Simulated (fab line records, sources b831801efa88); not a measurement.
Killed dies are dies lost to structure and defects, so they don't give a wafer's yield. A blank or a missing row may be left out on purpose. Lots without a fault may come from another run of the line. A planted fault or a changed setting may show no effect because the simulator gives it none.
Which tool did it? | flow sfq_line | 13 lots, 39 wafers sampled, at 1 step of a route of 325

WHAT THE GAUGES READ, wafer by wafer
SFQ_L0_THK_MEAS_902: measures by xrf.
lot  | measured    | on            | L0_MONX_KI_THK (nm)
L472 | day 1 12:41 | film_metro-03 | 39.4 39.6 39.1
L473 | day 1 17:42 | film_metro-01 | 39.7 39.2 39.9
L474 | day 1 22:42 | film_metro-03 | 39.5 38.8 39.2
L475 | day 2 03:42 | film_metro-03 | 39.9 39.4 40.4
L476 | day 2 08:41 | film_metro-01 | 38.9 39.8 39.5
L477 | day 2 13:43 | film_metro-04 | 39.7 39.3 39.6
L480 | day 3 04:41 | film_metro-01 | 39.9 39.1 40.0
L481 | day 3 09:41 | film_metro-01 | 39.5 40.0 40.3
L485 | day 4 05:41 | film_metro-04 | 40.3 39.7 39.7
L489 | day 5 01:41 | film_metro-01 | 38.8 39.6 39.4
L492 | day 5 16:41 | film_metro-04 | 40.1 40.2 40.0
L494 | day 6 02:42 | film_metro-04 | 39.9 40.2 39.5
L495 | day 6 07:43 | film_metro-01 | 39.8 40.4 39.8

WHICH TOOL RAN EACH LOT (tool, then ch and the chambers of the sampled wafers, then the start)
The record holds no process step before these readings.

WHAT THE TOOLS THEMSELVES READ (means of the sampled wafers that have a number; where no wafer has one, the mark that the record gives instead)
The record holds no such reading with a usual standard deviation.

THE ANSWER, worked out from the rows above alone
Rule: what is usual is taken from the lots themselves. Put in order of their means at a reading, lots are off if they are a third of the lots or fewer, leave a main group of 4 or more, and stand apart from it by a gap of 3 or more times the standard deviation of the main group's means; of several such gaps the widest counts. A main group whose means are all the same, to the digits that the tables above print for the reading, isn't used. A lot without any number at a reading at which 4 lots or more have one is off too. The other lots that the step has rows for count as sound. The gauges are gone through in route order, then the tools' own readings, and for those a lot's mean is taken as printed above. The first step at which some lot is off is used, and at that step the reading that is off furthest; a lot without a number counts as furthest.
No lot is off at any reading shown: from this, nothing can be told.

WHAT THE SIMULATOR HAD PUT IN
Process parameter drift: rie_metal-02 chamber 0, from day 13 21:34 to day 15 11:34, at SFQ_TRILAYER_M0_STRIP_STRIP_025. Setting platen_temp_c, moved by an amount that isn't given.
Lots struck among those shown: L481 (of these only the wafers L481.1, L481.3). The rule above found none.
